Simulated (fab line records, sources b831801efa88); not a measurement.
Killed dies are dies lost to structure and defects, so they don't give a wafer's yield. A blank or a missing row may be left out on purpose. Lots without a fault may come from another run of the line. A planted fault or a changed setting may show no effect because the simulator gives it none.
Which tool did it? | flow gf180mcu | 14 lots, 42 wafers sampled, at 4 steps of a route of 602

WHAT THE GAUGES READ, wafer by wafer
GF_V2_OVL_MEAS_15.
lot  | measured     | on         | V2_OVL (nm)
L899 | day 20 14:01 | overlay-02 | 15 9 15
L901 | day 21 09:59 | overlay-01 | -1 -1 -1
L902 | day 21 11:13 | overlay-01 | 4 7 1
L903 | day 21 20:14 | overlay-01 | 9 3 7
L909 | day 23 19:15 | overlay-01 | -5 3 5
L910 | day 24 07:00 | overlay-01 | -1 -7 -3
L912 | day 25 05:36 | overlay-01 | -3 -2 4
L913 | day 25 09:23 | overlay-02 | 3 7 -2
L914 | day 25 15:14 | overlay-01 | -4 8 -3
L915 | day 26 04:06 | overlay-01 | 8 1 7
L918 | day 26 18:28 | overlay-02 | 2 -2 2
L919 | day 27 03:56 | overlay-01 | 14 3 1
L921 | day 27 12:37 | overlay-02 | -11 -4 -5
L922 | day 27 17:16 | overlay-02 | -1 -6 -6

GF_V3_THK_MEAS_01.
lot  | measured     | on            | V3_CVD_00_THK (nm)
L899 | day 21 16:02 | film_metro-03 | 603 603 605
L901 | day 22 11:30 | film_metro-02 | 605 601 599
L902 | day 22 12:49 | film_metro-04 | 600 602 602
L903 | day 22 21:44 | film_metro-04 | 604 597 597
L909 | day 24 18:52 | film_metro-03 | 608 607 610
L910 | day 25 07:05 | film_metro-03 | 601 600 606
L912 | day 26 05:13 | film_metro-03 | 606 609 604
L913 | day 26 08:40 | film_metro-04 | 603 604 603
L914 | day 26 14:22 | film_metro-02 | 603 617 614
L915 | day 27 02:47 | film_metro-02 | 601 603 606
L918 | day 27 17:13 | film_metro-02 | 609 600 602
L919 | day 28 02:08 | film_metro-02 | 595 600 603
L921 | day 28 11:06 | film_metro-04 | 611 602 607
L922 | day 28 15:47 | film_metro-02 | 593 598 594

GF_V3_THK_MEAS_25: measures by xrf.
lot  | measured     | on            | V3_W_THK (nm)
L899 | day 22 17:23 | film_metro-04 | 353 353 354
L901 | day 23 13:08 | film_metro-04 | 352 349 351
L902 | day 23 15:21 | film_metro-03 | 353 349 353
L903 | day 23 21:43 | film_metro-04 | 344 344 342
L909 | day 25 18:16 | film_metro-02 | 351 354 344
L910 | day 26 05:52 | film_metro-03 | 347 349 348
L912 | day 27 03:24 | film_metro-03 | 353 349 346
L913 | day 27 06:37 | film_metro-03 | 344 348 349
L914 | day 27 12:23 | film_metro-03 | 345 344 342
L915 | day 28 00:28 | film_metro-03 | 349 353 351
L918 | day 28 15:07 | film_metro-03 | 349 349 347
L919 | day 29 00:01 | film_metro-02 | 346 346 346
L921 | day 29 08:22 | film_metro-03 | 351 345 349
L922 | day 29 12:55 | film_metro-03 | 353 347 351

WHICH TOOL RAN EACH LOT (tool, then ch and the chambers of the sampled wafers, then the start)
lot  | GF_DUAL_GATE_CLEAN_01
L899 | wet_bench-01 ch 2, day 7 13:02
L901 | wet_bench-03 ch 2, day 8 03:54
L902 | wet_bench-03 ch 2, day 8 07:09
L903 | wet_bench-02 ch 3, day 8 13:44
L909 | wet_bench-01 ch 1, day 10 06:17
L910 | wet_bench-01 ch 0, day 10 12:09
L912 | wet_bench-01 ch 1, day 11 03:00
L913 | wet_bench-01 ch 3, day 11 12:32
L914 | wet_bench-02 ch 1, day 11 18:55
L915 | wet_bench-03 ch 2, day 12 04:24
L918 | wet_bench-03 ch 1, day 12 19:44
L919 | wet_bench-01 ch 2, day 13 04:39
L921 | wet_bench-03 ch 0, day 13 17:32
L922 | wet_bench-01 ch 3, day 13 21:47
- GF_DUAL_GATE_CLEAN_01: cleans in dHF, time 20 s.

WHAT THE TOOLS THEMSELVES READ (means of the sampled wafers that have a number; where no wafer has one, the mark that the record gives instead)
GF_DUAL_GATE_CLEAN_01.
lot  | tool         | run_length_s (s)
L899 | wet_bench-01 | 52.1
L901 | wet_bench-03 | 47.2
L902 | wet_bench-03 | 47.1
L903 | wet_bench-02 | 51.9
L909 | wet_bench-01 | -
L910 | wet_bench-01 | -
L912 | wet_bench-01 | 50.8
L913 | wet_bench-01 | 51.4
L914 | wet_bench-02 | 46.9
L915 | wet_bench-03 | 51.5
L918 | wet_bench-03 | 46.2
L919 | wet_bench-01 | 51.1
L921 | wet_bench-03 | 50.5
L922 | wet_bench-01 | 48.0

THE ANSWER, worked out from the rows above alone
Rule: what is usual is taken from the lots themselves. Put in order of their means at a reading, lots are off if they are a third of the lots or fewer, leave a main group of 4 or more, and stand apart from it by a gap of 3 or more times the standard deviation of the main group's means; of several such gaps the widest counts. A main group whose means are all the same, to the digits that the tables above print for the reading, isn't used. A lot without any number at a reading at which 4 lots or more have one is off too. The other lots that the step has rows for count as sound. The gauges are gone through in route order, then the tools' own readings, and for those a lot's mean is taken as printed above. The first step at which some lot is off is used, and at that step the reading that is off furthest; a lot without a number counts as furthest.
Off: L909, L910, at GF_DUAL_GATE_CLEAN_01 (run_length_s). Without a number there: L909, L910. The main group: mean 49.6 s, standard deviation 2.2.
A tool fits if, at that step or a process step before it, it ran every lot that is off, and no sound lot after the first of them. None of those tried fits.

WHAT THE SIMULATOR HAD PUT IN
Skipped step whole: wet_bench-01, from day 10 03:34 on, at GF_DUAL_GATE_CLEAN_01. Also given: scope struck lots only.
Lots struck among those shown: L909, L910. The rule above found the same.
